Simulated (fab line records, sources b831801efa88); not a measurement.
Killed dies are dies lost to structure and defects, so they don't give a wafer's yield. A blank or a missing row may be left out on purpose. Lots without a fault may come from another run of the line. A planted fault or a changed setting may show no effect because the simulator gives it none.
Chamber matching | flow sky130 | SKY_FIELD_ISO_ETCH_14 on rie_diel-01: 4 sister chambers
The step etches BARC in N2/H2, stops on SiO2, time 45.9 s, target depth 60 nm. 8 wafers are shown with their chamber, then 8 later ones without.

WAFERS WITH THEIR CHAMBER
wafer  | chamber | bias_w (W) | throttle_valve_pct (%)
L546.4 | 0       | 100.1      | 13.234
L552.5 | 1       | 100.6      | 13.229
L555.5 | 2       | 100.1      | 13.228
L557.3 | 1       | 100.6      | 13.234
L558.2 | 3       | 99.8       | 13.222
L558.4 | 0       | 99.6       | 13.227
L558.6 | 3       | 100.2      | 13.248
L559.2 | 2       | 100.3      | 13.201

WAFERS WITHOUT THEIR CHAMBER
wafer  | bias_w (W) | throttle_valve_pct (%)
L559.3 | 99.4       | 13.206
L559.6 | 100.3      | 13.233
L560.2 | 99.7       | 13.214
L560.5 | 99.5       | 13.242
L560.6 | 100.0      | 13.206
L568.1 | 100.2      | 13.231
L568.4 | 100.2      | 13.225
L568.5 | 100.1      | 13.240

WHICH CHAMBER EACH WENT THROUGH
wafer  | from the rows above               | in truth
L559.3 | can't be placed: 0 or 3 or 2      | 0
L559.6 | can't be placed: 1 or 3 or 2 or 0 | 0
L560.2 | can't be placed: 0 or 3 or 2      | 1
L560.5 | can't be placed: 0 or 3 or 2      | 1
L560.6 | can't be placed: 2 or 0 or 3      | 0
L568.1 | can't be placed: 3 or 2 or 0 or 1 | 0
L568.4 | can't be placed: 2 or 3 or 0 or 1 | 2
L568.5 | can't be placed: 3 or 0 or 2 or 1 | 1
Placed correctly: 0 of 8. Can't be placed from these rows: 8 (the true chamber is among the candidates in 6). Placed wrongly: 0.
How it was worked out, from the rows above alone: a wafer's distance from a chamber is the root of the sum, over the readings, of the square of ((its reading less the chamber's mean) divided by the reading's scatter). The wafer belongs to the nearest chamber; if the next one is less than 2 further off, it can't be placed. A chamber's mean is the mean of its shown wafers. The scatter: the root of (the sum of the squares of (reading less its chamber's mean) over the shown wafers, divided by (wafers less chambers)).
